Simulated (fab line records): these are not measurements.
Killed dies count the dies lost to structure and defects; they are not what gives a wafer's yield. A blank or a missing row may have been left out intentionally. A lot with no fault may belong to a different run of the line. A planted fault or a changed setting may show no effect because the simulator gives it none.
Problem report in the 8D (eight disciplines) form, filled by code + flow sky130 + the parts of the form that need people (team, actions taken, sign-off) are left out

## 1. THE ISSUE
At SKY_POLY_GATE_ETCH_16, bias_w averages 100.26 W over 6 wafers from 2 lots, while fault-free wafers read 80.00 W, standard deviation 0.27. That is +75 standard deviations from the usual mean.
The step: etches Si3N4 in CH3F/O2, stops on poly-Si, time 147.5 s, target depth 75 nm.
Seen first at day 20 02:07 on rie_diel-01, wafer L843.2. At this step, 36 wafers from 12 lots have a number in the record. By rule, "out" or "out of limits" means more than 4 standard deviations away from the usual mean. Any other wafer with a number is counted as sound.

## 2. WHAT IT IS, AND WHAT IT ISN'T
| question                    | is                     | is not                                                                                 |
|-----------------------------|------------------------|----------------------------------------------------------------------------------------|
| which readings at this step | bias_w                 | oes_product_au                                                                         |
| which lots                  | L843, L844             | L834, L836, L839, L840, L841, L842, L852, L854, L855, L856                             |
| which wafers of those lots  | all that have a number | -                                                                                      |
| read on which tools         | rie_diel-01            | rie_diel-02, rie_diel-04                                                               |
| when                        | from day 20 02:07      | up to then (18 sound wafers); but 12 sound wafers of L852, L854, L855, L856 came after |

## 3. WHAT RULES OUT EACH SUSPECT
Counting: a tool stays on the suspect list if, at a process step up to the reading, it processed all lots that are out and no sound lot following the first of them.
- rie_diel-01 at SKY_POLY_GATE_ETCH_16 (etches Si3N4 in CH3F/O2, stops on poly-Si, time 147.5 s, target depth 75 nm): ruled out as a lasting fault. Sound lots L852, L855, L856 ran on it after its first lot that is out, L843 (day 20 02:07).
Left after counting: nothing in the record.

## 4. THE CAUSE (what the simulator had put in)
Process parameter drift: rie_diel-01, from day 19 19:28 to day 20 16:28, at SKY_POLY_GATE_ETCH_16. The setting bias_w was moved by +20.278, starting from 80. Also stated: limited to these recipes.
Counting ruled it out, wrongly.

## 5. SEQUENCE OF EFFECTS, ordered by route
Each row: a reading where the mean over the struck wafers with a number is more than 3 standard deviations away from the usual. Readings are gone through only where the record gives a usual standard deviation; hours: the median, over the lots, of the time from a lot's start at the first step in this table giving one to that lot's start at this step; sigmas: the change measured in usual standard deviations.
| hours | step                   | reading                  | usual   | on struck wafers | change | sigmas |
|-------|------------------------|--------------------------|---------|------------------|--------|--------|
| 0     | SKY_POLY_GATE_ETCH_16  | bias_w                   | 80.00 W | 100.26           | +20.26 | +75    |
| 0     | SKY_POLY_GATE_STRIP_18 | strip_time_to_endpoint_s | 3.161 s | 3.059            | -0.102 | -3.6   |
Process steps it contains:
- SKY_POLY_GATE_ETCH_16: etches Si3N4 in CH3F/O2, stops on poly-Si, time 147.5 s, target depth 75 nm.
- SKY_POLY_GATE_STRIP_18: strips in O2/N2.
Later measuring or inspecting steps at which every struck wafer that the step has a row for has a number for every such reading, and none has moved that far: SKY_POLY_GATE_CD_MEAS_22.

## 6. WHAT WOULD HAVE CAUGHT IT SOONER
In this record the first reading out of limits was taken at day 20 02:07, 7 hours after the fault began at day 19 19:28.
